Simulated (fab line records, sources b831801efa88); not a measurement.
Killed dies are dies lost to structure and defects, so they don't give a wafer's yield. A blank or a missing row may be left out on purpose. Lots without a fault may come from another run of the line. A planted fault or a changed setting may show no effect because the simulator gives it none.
fab line records | flow sky130
record lots=7 wafers=21 last_day=50
route steps=708 shown LDD_HVN@274 LDD_HVP@278
lots that met no fault: from a run of the same line without faults
start_h: hours from the record's first day to the start of the lot's first wafer shown | wait_h: hours since the lot's step before | " the same as in the row above | L1.1+2: a row that stands for several wafers | - no value, or no start given | * or withheld: withheld | < > ~ a bound
route shown NAME@n: a module of which the file shows steps, and the number in the route of the first | usual: mean/standard deviation of fault-free wafers | same: alike in all rows | chamber/n: place in a boat | sites: the reading at each site | _std_site: their standard deviation | _edge_site: outer sites' mean less inner sites' | radius_mm: how far each site lies from the wafer's centre | mask NAME#n: copy n | behind: the tool/chamber that last shaped the wafer | hold: why the lot was held/for how many hours/how that ended | device: the transistor (n, p or np) that didn't switch | end of line: the same wafers' tests at the end of the route | a step without rows: its recipe alone | killed: dies lost to structure and defects at the first sort, not the wafer's yield | map: a wafer's dies, x killed, . not, _ none there
set.NAME: the setting as run; set.NAME@STEP: as run at that earlier step | model.NAME: the simulator's own value behind a step, which no gauge read
lots at some steps of the route; a table a step, a row a wafer
services: from which hour (start_h, from the record's first day; less than 0 if before it) a tool's chamber was out of use, for how many hours, and why
## steps
# step SKY_LDD_HVN_OVL_MEAS_07
# usual LDD_HVN_OVL=1.5/1.7
# columns lot.wafer tool chamber start_h wait_h LDD_HVN_OVL[nm]
L426.1 overlay-02 - 496.28 0.1 1.4
L426.3 " - " " 1.8
L426.6 " - " " 1.0
L432.3 overlay-02 - 555.95 0.1 1.3
L432.5 " - " " -0.1
L432.6 " - " " 0.3
L433.4 overlay-02 - 562.20 0.1 1.5
L433.5 " - " " 0.6
L433.6 " - " " 2.7
L434.2 overlay-02 - 588.55 0.1 3.8
L434.4 " - " " 1.9
L434.6 " - " " 3.5
L435.1 overlay-01 - 619.22 0.1 -0.6
L435.2 " - " " 0.0
L435.5 " - " " 0.7
L441.4 overlay-01 - 672.04 0.1 -1.0
L441.5 " - " " -0.1
L441.6 " - " " 1.0
L443.1 overlay-01 - 678.42 0.1 2.6
L443.2 " - " " 1.7
L443.6 " - " " 3.5
# step SKY_LDD_HVN_IMPLANT_08
# recipe species=P energy_kev=60 dose_cm2=3e+13 tilt_deg=40
# step SKY_LDD_HVN_STRIP_09
# recipe chemistry=O2/N2 power_w=1400 pressure_mtorr=1500 platen_temp_c=withheld o2_flow_sccm=3000 n2_flow_sccm=300 overash_fraction=0.5
# usual drypump_motor_current_A=5.9/0.3 oes_product_au=0.408/0.0046 strip_time_to_endpoint_s=4.137/0.014
# columns lot.wafer tool chamber start_h wait_h drypump_motor_current_A oes_product_au rf_hours_counter_h strip_time_to_endpoint_s
L426.1 plasma_asher-04 0 496.62 0.2 5.8 0.412 6 4.156
L426.3 " 1 " " 5.7 0.399 - 4.164
L426.6 " 1 " " 5.7 0.408 - 4.138
L432.3 plasma_asher-02 1 556.16 0.1 6.1 0.405 - 4.123
L432.5 " 0 " " 6.0 0.405 - 4.129
L432.6 " 1 " " 6.1 0.412 - 4.135
L433.4 plasma_asher-01 0 562.40 0.1 5.6 0.399 - 4.146
L433.5 " 1 " " 6.6 0.406 - 4.137
L433.6 " 0 " " 5.6 0.410 - 4.135
L434.2 plasma_asher-01 0 588.73 0.1 5.6 0.413 89 4.145
L434.4 " 1 " " 6.6 0.411 - 4.154
L434.6 " 1 " " 6.6 0.407 - 4.142
L435.1 plasma_asher-01 1 619.41 0.1 6.6 0.407 92 4.147
L435.2 " 0 " " 5.6 0.412 92 4.142
L435.5 " 0 " " 5.6 0.411 - 4.135
L441.4 plasma_asher-04 1 672.24 0.1 5.7 0.410 - 4.121
L441.5 " 0 " " 5.8 0.411 - 4.127
L441.6 " 1 " " 5.7 0.403 - 4.134
L443.1 plasma_asher-02 1 678.61 0.1 6.1 0.399 87 4.122
L443.2 " 0 " " 6.0 0.407 87 4.117
L443.6 " 0 " " 6.0 0.399 - 4.136
# step SKY_LDD_HVN_TW_MEAS_10
# usual LDD_HVN_TW=1431/11
# columns lot.wafer tool chamber start_h wait_h LDD_HVN_TW
L426.1 film_metro-03 - 496.72 0.1 1428
L426.3 " - " " 1424
L426.6 " - " " 1428
L432.3 film_metro-03 - 556.25 0.1 1423
L432.5 " - " " 1429
L432.6 " - " " 1428
L433.4 film_metro-02 - 562.50 0.1 1429
L433.5 " - " " 1434
L433.6 " - " " 1434
L434.2 film_metro-01 - 588.84 0.1 1449
L434.4 " - " " 1441
L434.6 " - " " 1443
L435.1 film_metro-03 - 619.51 0.1 1420
L435.2 " - " " 1420
L435.5 " - " " 1425
L441.4 film_metro-02 - 672.34 0.1 1428
L441.5 " - " " 1428
L441.6 " - " " 1427
L443.1 film_metro-01 - 678.71 0.1 1438
L443.2 " - " " 1435
L443.6 " - " " 1442
# step SKY_LDD_HVP_DEHYDRATE_00
# recipe temp_c=200 time_s=60
# step SKY_LDD_HVP_HMDS_01
# recipe prime_time_s=60 prime_temp_c=120
# step SKY_LDD_HVP_COAT_02
# recipe resist=NOVOLAK spin_rpm=3000 resist_thk_nm=300
# step SKY_LDD_HVP_SOFTBAKE_03
# recipe temp_c=90 time_s=60 resist=NOVOLAK
# step SKY_LDD_HVP_EXPOSE_04
# recipe mask_id=HVPTM na=0.6 source_shape=conventional sigma_outer=0.6 polarization=unpolarized target_cd_nm=700 dose_mj=86
# step SKY_LDD_HVP_PEB_05
# recipe temp_c=withheld time_s=* resist=NOVOLAK
# step SKY_LDD_HVP_DEVELOP_06
# recipe resist=NOVOLAK developer=TMAH develop_time_s=60 dev_temp_c=23
# step SKY_LDD_HVP_OVL_MEAS_07
# usual LDD_HVP_OVL=0.4/1.3
# columns lot.wafer tool chamber start_h wait_h LDD_HVP_OVL[nm]
L426.1 overlay-01 - 527.28 0.1 -0.9
L426.3 " - " " -1.8
L426.6 " - " " -1.1
L432.3 overlay-01 - 585.55 0.1 1.8
L432.5 " - " " 0.2
L432.6 " - " " 0.0
L433.4 overlay-02 - 591.75 0.1 0.2
L433.5 " - " " -0.2
L433.6 " - " " -0.1
L434.2 overlay-02 - 617.89 0.1 0.9
L434.4 " - " " 1.0
L434.6 " - " " 0.3
L435.1 overlay-01 - 648.13 0.1 1.2
L435.2 " - " " 2.1
L435.5 " - " " 0.7
L441.4 overlay-01 - 699.70 0.1 1.5
L441.5 " - " " 1.3
L441.6 " - " " 0.9
L443.1 overlay-02 - 706.03 0.1 -2.9
L443.2 " - " " -2.1
L443.6 " - " " -3.0
# step SKY_LDD_HVP_IMPLANT_08
# recipe species=B energy_kev=20 dose_cm2=1.7e+13 tilt_deg=17.9
# usual beam_energy_keV=19.998/0.0067 beam_on_s=10.03/0.2 implant_ion_amu=11/0
# columns lot.wafer tool chamber start_h wait_h beam_energy_keV beam_on_s implant_ion_amu
L426.1 implanter-02 0 527.32 0.0 20.008 10.21 11
L426.3 " 0 " " 19.990 10.10 11
L426.6 " 0 " " 19.998 10.25 11
L432.3 implanter-04 - 585.62 0.1 - - -
L432.5 " - " " - - -
L432.6 " - " " - - -
L433.4 implanter-01 - 591.84 0.1 - - -
L433.5 " - " " - - -
L433.6 " - " " - - -
L434.2 implanter-04 - 617.94 0.0 - - -
L434.4 " - " " - - -
L434.6 " - " " - - -
L435.1 implanter-02 0 648.17 0.0 19.995 10.11 11
L435.2 " 0 " " 19.996 9.94 11
L435.5 " 0 " " 19.992 9.97 11
L441.4 implanter-01 0 699.79 0.1 19.988 10.23 11
L441.5 " 0 " " 19.988 10.03 11
L441.6 " 0 " " 20.000 10.10 11
L443.1 implanter-01 0 706.07 0.0 19.996 9.73 11
L443.2 " 0 " " 19.995 10.05 11
L443.6 " 0 " " 19.994 10.33 11
# step SKY_LDD_HVP_STRIP_09
# recipe chemistry=O2/N2 power_w=1400 pressure_mtorr=1500 platen_temp_c=withheld o2_flow_sccm=3000 n2_flow_sccm=300 overash_fraction=0.5
# usual drypump_motor_current_A=5.76/0.26 oes_product_au=0.408/0.0041 strip_time_to_endpoint_s=4.135/0.015
# columns lot.wafer tool chamber start_h wait_h drypump_motor_current_A oes_product_au rf_hours_counter_h strip_time_to_endpoint_s
L426.1 plasma_asher-04 0 527.47 0.1 5.77 0.413 9 4.152
L426.3 " 1 " " 5.70 0.408 - 4.128
L426.6 " 0 " " 5.77 0.406 - 4.161
L432.3 plasma_asher-04 1 585.75 0.1 5.71 0.412 - 4.142
L432.5 " 0 " " 5.75 0.410 - 4.136
L432.6 " 1 " " 5.69 0.417 - 4.133
L433.4 plasma_asher-02 1 591.95 0.1 6.10 0.409 - 4.127
L433.5 " 0 " " 5.98 0.399 - 4.149
L433.6 " 1 " " 6.10 0.413 - 4.150
L434.2 plasma_asher-04 1 618.07 0.1 5.70 0.405 18 4.097
L434.4 " 0 " " 5.78 0.405 - 4.111
L434.6 " 0 " " 5.77 0.408 - 4.126
L435.1 plasma_asher-04 1 648.32 0.1 5.68 0.412 21 4.152
L435.2 " 0 " " 5.76 0.411 21 4.130
L435.5 " 0 " " 5.79 0.405 - 4.151
L441.4 plasma_asher-04 0 699.90 0.1 5.78 0.400 - 4.131
L441.5 " 0 " " 5.78 0.403 - 4.109
L441.6 " 1 " " 5.73 0.402 - 4.113
L443.1 plasma_asher-02 0 706.22 0.1 6.00 0.411 90 4.124
L443.2 " 1 " " 6.06 0.406 90 4.141
L443.6 " 1 " " 6.06 0.407 - 4.140
# step SKY_LDD_HVP_TW_MEAS_10
# usual LDD_HVP_TW=452.9/2.6
# columns lot.wafer tool chamber start_h wait_h LDD_HVP_TW
L426.1 film_metro-01 - 527.57 0.1 457.8
L426.3 " - " " 462.8
L426.6 " - " " 457.7
L432.3 film_metro-03 - 585.84 0.1 29.5
L432.5 " - " " 29.7
L432.6 " - " " 29.7
L433.4 film_metro-04 - 592.05 0.1 30.0
L433.5 " - " " 30.0
L433.6 " - " " 30.0
L434.2 film_metro-04 - 618.18 0.1 29.9
L434.4 " - " " 30.0
L434.6 " - " " 30.0
L435.1 film_metro-01 - 648.42 0.1 452.7
L435.2 " - " " 454.3
L435.5 " - " " 452.8
L441.4 film_metro-01 - 700.00 0.1 453.5
L441.5 " - " " 453.2
L441.6 " - " " 452.6
L443.1 film_metro-03 - 706.32 0.1 450.2
L443.2 " - " " 448.6
L443.6 " - " " 450.0
## services
# columns tool chamber start_h hours kind
plasma_asher-04 - 487.15 2.2 repair
implanter-01 - 532.52 1.5 repair
implanter-02 - 572.21 7.5 repair
plasma_asher-02 - 592.69 4.0 repair
plasma_asher-04 - 598.78 0.7 repair
implanter-01 - 623.69 17.0 repair
implanter-04 - 643.89 3.8 pm
implanter-02 - 653.42 3.9 pm
implanter-04 - 662.71 2.1 repair
implanter-04 - 664.83 3.1 pm
implanter-04 - 667.28 3.6 repair
implanter-01 - 683.17 2.7 repair
implanter-04 - 694.34 8.8 repair
plasma_asher-01 - 697.61 1.4 repair
## key
first_sign step=SKY_LDD_HVP_IMPLANT_08 reading=tool_record direction=missing
effect step=SKY_LDD_HVP_TW_MEAS_10 reading=LDD_HVP_TW direction=down sigmas=99+ usual=452.9 struck=29.9
met_at SKY_LDD_HVP_IMPLANT_08
struck_wafers L432.3,L432.5,L432.6,L433.4,L433.5,L433.6,L434.2,L434.4,L434.6
later_rows_left_out L432.3,L432.5,L432.6,L433.4,L433.5,L433.6,L434.2,L434.4,L434.6
sort_left_out L432.3,L432.5,L432.6,L433.4,L433.5,L433.6,L434.2,L434.4,L434.6
tester_left_out L432,L433,L434
fault kind=skipped_step_whole tool=implanter-01,implanter-04 chamber=- onset_h=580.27 steps=SKY_LDD_HVP_IMPLANT_08 scope=struck_lots_only
# tester_left_out: of these lots the tester's yield and bins aren't shown, on N5 and GAA mostly nor the transistor test; their killed dies are dies lost to structure and defects alone, not to doping, threshold or leakage, so they don't give the yield
# sort_left_out: the simulated sort isn't trusted on such a fault, so these wafers' sort isn't shown, and their yield isn't known
# later_rows_left_out: the simulator's readings of these wafers behind a module that went badly wrong aren't trusted and aren't shown, but for the sort
